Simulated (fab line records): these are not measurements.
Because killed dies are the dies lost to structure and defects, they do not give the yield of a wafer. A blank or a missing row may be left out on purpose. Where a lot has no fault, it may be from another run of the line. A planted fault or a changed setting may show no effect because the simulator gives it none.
fab line records	flow gf180mcu	part 1 of 2: steps 1 to 28 of 40
record lots=5	wafers=15	lastDay=34
route steps=602 shown V4@479 MIM@503
lots untouched by any fault: they come from a run of this same line in which no faults occurred
startH: the number of hours between the record's first day and the start of the first shown wafer of the lot	waitH: hours from the lot's prior step to this one	" identical to the entry in the row above	L1.1+2: a single row standing in for several wafers	- no value, or no start given	* or withheld: withheld	< > ~ a bound
route shown NAME@n: names a module that has steps shown in the file, with the first one's number in the route	usual: the fault-free wafers' mean and standard deviation	same: alike in all rows	chamber/n: place in a boat	sites: per-site readings	_std_site: the values' standard deviation	_edge_site: mean of outer sites minus mean of inner sites	radiusMm: for every site, how far away it sits from the centre of the wafer	mask NAME#n: copy n	behind: the most recent tool/chamber to have shaped the wafer	hold: what put the lot on hold/how long, in hours/how the hold closed	device: which transistor (n, p or np) failed to switch	end of line: tests run on the same wafers once the route is complete	step lacking rows: just its recipe	killed: count of dies lost to structure and defects at first sort (not the wafer's yield)	map: a wafer's dies, marking killed ones x, the rest . and places with no die _
set.NAME: the setting that was run; set.NAME@STEP: the one run at that earlier step	model.NAME: the simulator's own value behind a step, which no gauge read
certain route steps with their lots: each step a table, each wafer a row
services: the hour from which a tool's chamber was out of use, counted from the record's first day as startH (under 0 if before that day), plus the number of hours and why
## steps
# step GF_V4_THK_MEAS_03
# recipe reads=SiO2_of_V4_CVD_02
# usual V4_CVD_02_THK=853/9.7
lot.wafer	tool	chamber	startH	waitH	V4_CVD_02_THK[nm]
L076.1	filmMetro-02	-	554.99	0.0	856
L076.5	"	-	"	"	862
L076.6	"	-	"	"	858
L077.1	filmMetro-02	-	563.77	0.0	861
L077.2	"	-	"	"	853
L077.5	"	-	"	"	881
L085.1	filmMetro-02	-	627.14	0.0	836
L085.2	"	-	"	"	830
L085.4	"	-	"	"	855
L088.1	filmMetro-03	-	645.87	0.0	850
L088.4	"	-	"	"	854
L088.5	"	-	"	"	861
L096.3	filmMetro-02	-	711.65	0.1	848
L096.5	"	-	"	"	855
L096.6	"	-	"	"	855
# step GF_V4_CMP_04
# recipe material=SiO2	downForcePsi=4	platenRpm=60	padVelocityMS=0.94248
# usual headPressurePsi=4.001/0.0092	motorCurrentA=12.2/1.2	timeToEndpointS=82/4.4
lot.wafer	tool	chamber	startH	waitH	headPressurePsi	motorCurrentA	timeToEndpointS
L076.1	cmp-01	1	555.10	0.1	3.996	12.7	84
L076.5	"	0	"	"	3.997	11.0	89
L076.6	"	1	"	"	4.009	12.3	82
L077.1	cmp-02	1	563.83	0.1	4.003	10.6	87
L077.2	"	2	"	"	3.986	12.7	83
L077.5	"	1	"	"	4.002	10.2	94
L085.2	cmp-02	2	627.20	0.0	4.011	12.0	73
L085.1	"	3	"	"	3.988	13.7	74
L085.4	"	0	"	"	3.997	11.7	82
L088.4	cmp-01	2	645.93	0.0	3.993	13.6	80
L088.1	"	0	"	"	4.003	11.6	80
L088.5	"	3	"	"	4.015	11.8	83
L096.3	cmp-02	0	711.69	0.0	3.996	11.5	85
L096.5	"	0	"	"	4.012	11.4	87
L096.6	"	1	"	"	3.995	10.8	86
# step GF_V4_BOW_MEAS_05
# recipe mode=bow
# usual V4_BOW=136/8.6
lot.wafer	tool	chamber	startH	waitH	V4_BOW[um]
L076.1	filmMetro-03	-	555.35	0.2	151
L076.5	"	-	"	"	126
L076.6	"	-	"	"	143
L077.1	filmMetro-03	-	564.13	0.2	140
L077.2	"	-	"	"	145
L077.5	"	-	"	"	141
L085.1	filmMetro-03	-	627.50	0.2	146
L085.2	"	-	"	"	144
L085.4	"	-	"	"	127
L088.1	filmMetro-02	-	646.23	0.1	139
L088.4	"	-	"	"	129
L088.5	"	-	"	"	134
L096.3	filmMetro-03	-	712.03	0.3	149
L096.5	"	-	"	"	150
L096.6	"	-	"	"	160
# step GF_V4_DEHYDRATE_06
# recipe tempC=201	timeS=60
lot.wafer	tool	chamber	startH	waitH
L076.1+5+6	lithoTrack-04	0	565.90	10.5
L077.1+2+5	lithoTrack-03	0	574.66	10.5
L085.1+2+4	lithoTrack-01	0	637.25	9.7
L088.1+4+5	lithoTrack-01	0	655.60	9.4
L096.3+5+6	lithoTrack-01	0	720.35	8.3
# step GF_V4_HMDS_07
# recipe primeTimeS=60	primeTempC=120
# same primeTimeS=60
lot.wafer	tool	chamber	startH	waitH
L076.1+5+6	lithoTrack-04	0	566.05	0.1
L077.1+2+5	lithoTrack-03	0	574.81	0.1
L085.1+2+4	lithoTrack-01	0	637.40	0.1
L088.1+4+5	lithoTrack-01	0	655.75	0.1
L096.3+5+6	lithoTrack-01	0	720.50	0.1
# step GF_V4_COAT_08
# recipe resist=BARC	tempC=withheld	timeS=withheld	spinRpm=withheld	resistThkNm=withheld
lot.wafer	tool	chamber	startH	waitH
L076.1+5+6	lithoTrack-04	0	566.20	0.1
L077.1+2+5	lithoTrack-03	0	574.96	0.1
L085.1+2+4	lithoTrack-01	0	637.55	0.1
L088.1+4+5	lithoTrack-01	0	655.90	0.1
L096.3+5+6	lithoTrack-01	0	720.65	0.1
# step GF_V4_COAT_09
# recipe resist=KrF	spinRpm=withheld	resistThkNm=1000
lot.wafer	tool	chamber	startH	waitH
L076.1+5+6	lithoTrack-04	0	-	-
L077.1+2+5	lithoTrack-03	0	-	-
L085.1+2+4	lithoTrack-01	0	-	-
L088.1+4+5	lithoTrack-01	0	-	-
L096.3+5+6	lithoTrack-01	0	-	-
# step GF_V4_SOFTBAKE_10
# recipe tempC=130	timeS=60	resist=KrF
lot.wafer	tool	chamber	startH	waitH
L076.1+5+6	lithoTrack-04	0	-	-
L077.1+2+5	lithoTrack-03	0	-	-
L085.1+2+4	lithoTrack-01	0	-	-
L088.1+4+5	lithoTrack-01	0	-	-
L096.3+5+6	lithoTrack-01	0	-	-
# step GF_V4_EXPOSE_11
# recipe maskId=Via4	targetCdNm=260	na=0.68	sourceShape=conventional	sigmaOuter=0.6	doseMj=38
lot.wafer	tool	chamber	startH	waitH	mask
L076.1+5+6	krfScanner-02	0	-	-	Via4#0
L077.1+2+5	krfScanner-02	0	-	-	Via4#0
L085.1+2+4	krfScanner-02	0	-	-	Via4#0
L088.1+4+5	krfScanner-02	0	-	-	Via4#0
L096.3+5+6	krfScanner-02	0	-	-	Via4#0
# step GF_V4_PEB_12
# recipe pebTempC=135	pebTimeS=90	resist=KrF
lot.wafer	tool	chamber	startH	waitH
L076.1+5+6	lithoTrack-04	0	-	-
L077.1+2+5	lithoTrack-01	0	-	-
L085.1+2+4	lithoTrack-03	0	-	-
L088.1+4+5	lithoTrack-03	0	-	-
L096.3+5+6	lithoTrack-01	0	-	-
# step GF_V4_DEVELOP_13
# recipe developTimeS=60	resist=KrF	devTempC=21
lot.wafer	tool	chamber	startH	waitH
L076.1+5+6	lithoTrack-04	0	577.40	0.2
L077.1+2+5	lithoTrack-01	0	585.45	0.2
L085.1+2+4	lithoTrack-03	0	648.06	0.2
L088.1+4+5	lithoTrack-03	0	665.96	0.2
L096.3+5+6	lithoTrack-01	0	729.85	0.1
# step GF_V4_CD_MEAS_14
# recipe targetCdNm=260
# usual cdNm=260.1/1
lot.wafer	tool	chamber	startH	waitH	cdNm
L076.1	cdSem-01	-	577.55	0.1	260.1
L076.5	"	-	"	"	259.5
L076.6	"	-	"	"	259.1
L077.1	cdSem-02	-	585.60	0.1	261.1
L077.2	"	-	"	"	261.9
L077.5	"	-	"	"	261.4
L085.1	cdSem-02	-	648.21	0.1	260.4
L085.2	"	-	"	"	259.4
L085.4	"	-	"	"	260.0
L088.1	cdSem-02	-	666.11	0.1	260.1
L088.4	"	-	"	"	260.5
L088.5	"	-	"	"	260.2
L096.3	cdSem-02	-	729.99	0.1	261.1
L096.5	"	-	"	"	261.7
L096.6	"	-	"	"	261.6
# step GF_V4_OVL_MEAS_15
# usual V4_OVL=-1/5.6
lot.wafer	tool	chamber	startH	waitH	V4_OVL[nm]
L076.1	overlay-01	-	577.67	0.1	-2
L076.5	"	-	"	"	1
L076.6	"	-	"	"	2
L077.1	overlay-02	-	585.72	0.1	-5
L077.2	"	-	"	"	4
L077.5	"	-	"	"	1
L085.1	overlay-02	-	648.33	0.1	4
L085.2	"	-	"	"	15
L085.4	"	-	"	"	5
L088.1	overlay-02	-	666.23	0.1	4
L088.4	"	-	"	"	1
L088.5	"	-	"	"	6
L096.3	overlay-02	-	730.08	0.1	-2
L096.5	"	-	"	"	-4
L096.6	"	-	"	"	-4
# step GF_V4_ETCH_16
# recipe chemistry=N2/H2	targetDepthA=withheld	overetchA=withheld	timeS=withheld	target=BARC	ionEnergyEv=200	sourceW=500	biasW=100	pressureMtorr=30	n2FlowSccm=100	h2FlowSccm=200
# usual drypumpMotorCurrentA=5.7/0.36	oesProductAu=0.854/0.0043	throttleValvePct=13.226/0.0091
lot.wafer	tool	chamber	startH	waitH	drypumpMotorCurrentA	oesProductAu	throttleValvePct
L076.1	rieDiel-02	2	577.70	0.0	6.4	0.855	13.233
L076.5	"	2	"	"	6.4	0.852	13.230
L076.6	"	3	"	"	5.9	0.856	13.230
L077.1	rieDiel-04	1	585.76	0.0	5.7	0.855	13.215
L077.2	"	0	"	"	5.8	0.854	13.232
L077.5	"	1	"	"	5.7	0.850	13.234
L085.1	rieDiel-02	0	648.37	0.0	5.5	0.856	13.215
L085.2	"	1	"	"	5.8	0.851	13.225
L085.4	"	3	"	"	5.9	0.842	13.219
L088.1	rieDiel-02	2	666.27	0.0	6.4	0.852	13.231
L088.4	"	0	"	"	5.4	0.860	13.223
L088.5	"	1	"	"	5.8	0.860	13.232
L096.3	rieDiel-03	2	730.11	0.0	5.6	0.857	13.224
L096.5	"	3	"	"	5.7	0.854	13.230
L096.6	"	2	"	"	5.6	0.859	13.229
# step GF_V4_ETCH_17
# recipe chemistry=C4F8/O2/Ar	maskMaterial=KrF	target=SiO2	stopOn=TiN	sourceW=1500	biasW=1200	pressureMtorr=40	c4f8FlowSccm=withheld	O2_flow_sccm=6	Ar_flow_sccm=300	timeS=withheld	targetDepthA=6300
# usual oesProductAu=0.856/0.0045
lot.wafer	tool	chamber	startH	waitH	oesProductAu
L076.1	rieDiel-02	2	-	-	0.861
L076.5	"	2	"	"	0.851
L076.6	"	3	"	"	0.852
L077.1	rieDiel-04	1	-	-	0.850
L077.2	"	0	"	"	0.855
L077.5	"	1	"	"	0.852
L085.1	rieDiel-02	0	-	-	0.857
L085.2	"	1	"	"	0.851
L085.4	"	3	"	"	0.853
L088.1	rieDiel-02	2	-	-	0.855
L088.4	"	0	"	"	0.861
L088.5	"	1	"	"	0.848
L096.3	rieDiel-03	2	-	-	0.853
L096.5	"	3	"	"	0.852
L096.6	"	2	"	"	0.857
# step GF_V4_STRIP_18
# recipe chemistry=O2/N2	powerW=1400	pressureMtorr=1500	platenTempC=250	o2FlowSccm=3000	n2FlowSccm=300	overashFraction=0.5
# usual drypumpMotorCurrentA=5.6/0.49	heaterPowerW=326/23	oesProductAu=0.593/0.0047	platenTempC=250.00/0.17
lot.wafer	tool	chamber	startH	waitH	drypumpMotorCurrentA	heaterPowerW	oesProductAu	platenTempC	rfHoursCounterH
L076.1	plasmaAsher-03	0	577.83	-	5.0	330	0.595	249.74	46
L076.5	"	0	"	"	5.0	322	0.601	249.81	-
L076.6	"	1	"	"	6.2	339	0.599	249.95	-
L077.1	plasmaAsher-04	0	585.89	-	5.6	343	0.596	250.04	96
L077.2	"	1	"	"	6.2	287	0.592	249.91	96
L077.5	"	1	"	"	6.2	284	0.593	249.86	-
L085.1	plasmaAsher-03	0	648.50	-	5.1	324	0.588	249.77	54
L085.2	"	1	"	"	6.2	342	0.604	249.98	54
L085.4	"	0	"	"	5.1	324	0.587	249.86	-
L088.1	plasmaAsher-04	0	666.40	-	5.6	349	0.598	250.03	106
L088.4	"	0	"	"	5.6	354	0.590	250.00	-
L088.5	"	1	"	"	6.2	289	0.592	249.98	-
L096.3	plasmaAsher-01	1	730.27	-	4.9	340	0.592	250.09	-
L096.5	"	0	"	"	5.6	312	0.589	250.02	-
L096.6	"	1	"	"	4.9	342	0.594	249.81	-
# step GF_V4_STRIP_19
# recipe chemistry=postEtchResidueRemover	timeS=1200	tempC=72.5
lot.wafer	tool	chamber	startH	waitH
L076.1+5+6	wetBench-02	0	577.93	0.1
L077.1+2+5	wetBench-04	2	585.99	0.1
L085.1+2+4	wetBench-04	1	648.60	0.1
L088.1+4+5	wetBench-01	1	666.50	0.1
L096.3+5+6	wetBench-02	1	730.34	0.0
# step GF_V4_CLEAN_20
# recipe chemistry=DIW	dry=n2Spin
lot.wafer	tool	chamber	startH	waitH
L076.1+5+6	wetBench-01	1	578.27	0.0
L077.1+2+5	wetBench-02	1	586.33	0.0
L085.1+2+4	wetBench-02	2	648.94	0.0
L088.1+4+5	wetBench-02	0	666.84	0.0
L096.3+5+6	wetBench-01	2	730.68	0.0
# step GF_V4_SPUTTER_21
# recipe material=Ti	targetThkNm=15	chamberPressurePa=5	powerW=2500	substrateTempC=200	timeS=80.02
# usual substrateTempC=200.01/0.15	throttleValvePct=29.8/1.1
lot.wafer	tool	chamber	startH	waitH	substrateTempC	throttleValvePct
L076.1	pvdSputter-04	-	578.36	0.0	199.83	29.7
L076.5	"	-	"	"	199.81	29.6
L076.6	"	-	"	"	200.24	28.6
L077.1	pvdSputter-03	-	586.51	0.0	199.96	31.9
L077.2	"	-	"	"	199.99	28.2
L077.5	"	-	"	"	200.26	29.6
L085.1	pvdSputter-01	-	649.03	0.0	199.85	29.6
L085.2	"	-	"	"	199.87	29.3
L085.4	"	-	"	"	200.13	29.3
L088.1	pvdSputter-03	-	666.93	0.0	200.01	31.5
L088.4	"	-	"	"	200.34	28.4
L088.5	"	-	"	"	200.11	31.5
L096.3	pvdSputter-04	-	730.77	0.0	199.95	29.6
L096.5	"	-	"	"	200.04	28.8
L096.6	"	-	"	"	199.99	30.0
# step GF_V4_SPUTTER_22
# recipe material=TiN	targetThkNm=10	chamberPressurePa=5	powerW=4000	timeS=40
# usual throttleValvePct=29.8/1.1
lot.wafer	tool	chamber	startH	waitH	throttleValvePct
L076.1	pvdSputter-04	-	578.43	0.0	29.8
L076.5	"	-	"	"	29.6
L076.6	"	-	"	"	28.4
L077.1	pvdSputter-03	-	586.57	0.0	31.8
L077.2	"	-	"	"	28.6
L077.5	"	-	"	"	29.4
L085.1	pvdSputter-01	-	649.09	0.0	29.4
L085.2	"	-	"	"	29.4
L085.4	"	-	"	"	29.2
L088.1	pvdSputter-03	-	666.99	0.0	31.8
L088.4	"	-	"	"	28.2
L088.5	"	-	"	"	31.4
L096.3	pvdSputter-04	-	730.83	0.0	29.3
L096.5	"	-	"	"	28.8
L096.6	"	-	"	"	29.9
# step GF_V4_CVD_23
# recipe material=W	targetThkNm=350	timeS=104.9	tempC=400	pressureTorr=40
# usual heaterPowerW=842/56
lot.wafer	tool	chamber	startH	waitH	heaterPowerW
L076.1	cvdW-02	0	578.46	0.0	816
L076.5	"	1	"	"	837
L076.6	"	0	"	"	808
L077.1	cvdW-01	1	586.61	0.0	916
L077.2	"	0	"	"	802
L077.5	"	0	"	"	826
L085.1	cvdW-02	0	649.13	0.0	798
L085.2	"	1	"	"	837
L085.4	"	0	"	"	807
L088.1	cvdW-01	1	667.03	0.0	940
L088.4	"	0	"	"	812
L088.5	"	0	"	"	811
L096.3	cvdW-01	1	730.94	0.1	933
L096.5	"	1	"	"	943
L096.6	"	1	"	"	949
# step GF_V4_RS_MEAS_24
# recipe thkMeasGauge=four-point-probe	reads=W_of_V4_CVD_23+TiN_of_V4_SPUTTER_22+Ti_of_V4_SPUTTER_21
# usual V4_W_RS=0.3260/0.0029
lot.wafer	tool	chamber	startH	waitH	V4_W_RS[ohm/sq]
L076.1	filmMetro-03	-	578.58	0.1	0.3263
L076.5	"	-	"	"	0.3246
L076.6	"	-	"	"	0.3251
L077.1	filmMetro-02	-	586.72	0.1	0.3270
L077.2	"	-	"	"	0.3233
L077.5	"	-	"	"	0.3235
L085.1	filmMetro-02	-	649.25	0.1	0.3273
L085.2	"	-	"	"	0.3253
L085.4	"	-	"	"	0.3241
L088.1	filmMetro-02	-	667.14	0.1	0.3289
L088.4	"	-	"	"	0.3233
L088.5	"	-	"	"	0.3260
L096.3	filmMetro-02	-	731.13	0.2	0.3266
L096.5	"	-	"	"	0.3261
L096.6	"	-	"	"	0.3292
# step GF_V4_THK_MEAS_25
# recipe thkMeasGauge=xrf	reads=W_of_V4_CVD_23
# usual V4_W_THK=347/4.9
lot.wafer	tool	chamber	startH	waitH	V4_W_THK[nm]
L076.1	filmMetro-03	-	578.70	0.1	352
L076.5	"	-	"	"	354
L076.6	"	-	"	"	352
L077.1	filmMetro-02	-	586.84	0.1	344
L077.2	"	-	"	"	348
L077.5	"	-	"	"	349
L085.1	filmMetro-02	-	649.37	0.1	344
L085.2	"	-	"	"	347
L085.4	"	-	"	"	348
L088.1	filmMetro-02	-	667.26	0.1	343
L088.4	"	-	"	"	349
L088.5	"	-	"	"	345
L096.3	filmMetro-02	-	731.23	0.1	344
L096.5	"	-	"	"	344
L096.6	"	-	"	"	340
# step GF_V4_CMP_26
# recipe stopOn=SiO2	downForcePsi=3.5	platenRpm=60	tOverpolishS=15	targetThkNm=0	padVelocityMS=0.94248
# usual headPressurePsi=3.501/0.0081	motorCurrentA=11.3/0.95	overpolishRunS=14.999/0.0093	timeToEndpointS=85.8/2.9
lot.wafer	tool	chamber	startH	waitH	headPressurePsi	motorCurrentA	overpolishRunS	timeToEndpointS
L076.1	cmp-02	3	578.86	0.1	3.502	12.8	14.989	80.9
L076.6	"	1	"	"	3.504	9.4	14.993	84.2
L076.5	"	2	"	"	3.492	11.3	15.010	84.2
L077.2	cmp-01	0	586.95	0.1	3.496	10.8	15.006	85.3
L077.1	"	2	"	"	3.505	13.1	14.979	82.0
L077.5	"	3	"	"	3.516	10.6	14.991	83.5
L085.2	cmp-01	1	649.48	0.1	3.498	12.1	14.988	87.2
L085.4	"	2	"	"	3.506	12.8	14.992	89.3
L085.1	"	3	"	"	3.503	10.7	14.989	86.6
L088.1	cmp-01	1	667.37	0.1	3.495	11.6	15.000	81.0
L088.4	"	3	"	"	3.493	10.4	14.988	84.1
L088.5	"	1	"	"	3.505	11.3	15.011	83.6
L096.3	cmp-02	1	731.42	0.2	3.514	9.5	14.993	88.7
L096.5	"	2	"	"	3.500	11.1	15.017	89.5
L096.6	"	3	"	"	3.511	12.5	14.998	88.5
# step GF_MIM_SPUTTER_00
# recipe material=Ti	targetThkNm=37.5	arrivingIonEnergyEv=80	substrateTempC=200	chamberPressurePa=2	powerW=4000	timeS=150
# usual substrateTempC=200.02/0.16	throttleValvePct=30.0/1
lot.wafer	tool	chamber	startH	waitH	substrateTempC	throttleValvePct
L076.1	pvdSputter-02	-	579.06	0.1	200.16	32.9
L076.5	"	-	"	"	200.20	32.9
L076.6	"	-	"	"	199.78	29.7
L077.1	pvdSputter-01	-	587.20	0.1	200.09	29.4
L077.2	"	-	"	"	200.23	29.4
L077.5	"	-	"	"	199.96	29.5
L085.1	pvdSputter-02	-	649.78	0.1	199.85	29.6
L085.2	"	-	"	"	200.09	29.6
L085.4	"	-	"	"	200.29	31.3
L088.1	pvdSputter-02	-	667.62	0.2	200.01	29.6
L088.4	"	-	"	"	199.98	29.8
L088.5	"	-	"	"	200.08	29.5
L096.3	pvdSputter-04	-	731.57	0.1	199.96	29.3
L096.5	"	-	"	"	200.00	29.5
L096.6	"	-	"	"	200.21	28.8
# step GF_MIM_SPUTTER_01
# recipe material=TiN	targetThkNm=30	powerW=6500	timeS=25	chamberPressurePa=0.4
# usual throttleValvePct=30.0/1.1
lot.wafer	tool	chamber	startH	waitH	throttleValvePct
L076.1	pvdSputter-02	-	579.16	0.1	32.9
L076.5	"	-	"	"	32.8
L076.6	"	-	"	"	29.9
L077.1	pvdSputter-01	-	587.30	0.1	29.3
L077.2	"	-	"	"	29.3
L077.5	"	-	"	"	29.4
L085.1	pvdSputter-02	-	649.88	0.1	29.4
L085.2	"	-	"	"	29.6
L085.4	"	-	"	"	31.4
L088.1	pvdSputter-02	-	667.72	0.1	29.7
L088.4	"	-	"	"	29.7
L088.5	"	-	"	"	29.9
L096.3	pvdSputter-04	-	731.67	0.1	29.8
L096.5	"	-	"	"	29.7
L096.6	"	-	"	"	28.7
# step GF_MIM_SPUTTER_02
# recipe material=AlCu	targetThkNm=450	powerW=10600	timeS=23.9	chamberPressurePa=0.4
# usual throttleValvePct=30.0/1.1
lot.wafer	tool	chamber	startH	waitH	throttleValvePct
L076.1	pvdSputter-02	-	579.19	0.0	32.9
L076.5	"	-	"	"	33.1
L076.6	"	-	"	"	29.6
L077.1	pvdSputter-01	-	587.33	0.0	29.3
L077.2	"	-	"	"	29.3
L077.5	"	-	"	"	29.4
L085.1	pvdSputter-02	-	649.91	0.0	29.5
L085.2	"	-	"	"	29.7
L085.4	"	-	"	"	31.1
L088.1	pvdSputter-02	-	667.76	0.0	29.5
L088.4	"	-	"	"	29.4
L088.5	"	-	"	"	29.7
L096.3	pvdSputter-04	-	731.70	0.0	29.8
L096.5	"	-	"	"	29.9
L096.6	"	-	"	"	28.5
# step GF_MIM_SPUTTER_03
# recipe material=Ti	targetThkNm=10	substrateTempC=300	chamberPressurePa=0.3	powerW=3000	timeS=6.614
# usual substrateTempC=300.00/0.2	throttleValvePct=30.0/1
lot.wafer	tool	chamber	startH	waitH	substrateTempC	throttleValvePct
L076.1	pvdSputter-02	-	579.22	0.0	300.06	33.0
L076.5	"	-	"	"	300.16	32.8
L076.6	"	-	"	"	299.93	29.8
L077.1	pvdSputter-01	-	587.36	0.0	299.96	29.2
L077.2	"	-	"	"	299.82	29.5
L077.5	"	-	"	"	299.86	29.6
L085.1	pvdSputter-02	-	649.94	0.0	300.41	29.6
L085.2	"	-	"	"	300.17	29.8
L085.4	"	-	"	"	300.10	31.1
L088.1	pvdSputter-02	-	667.79	0.0	299.79	29.4
L088.4	"	-	"	"	299.92	29.9
L088.5	"	-	"	"	299.75	29.7
L096.3	pvdSputter-04	-	731.73	0.0	299.83	29.7
L096.5	"	-	"	"	300.07	29.9
L096.6	"	-	"	"	300.28	28.7
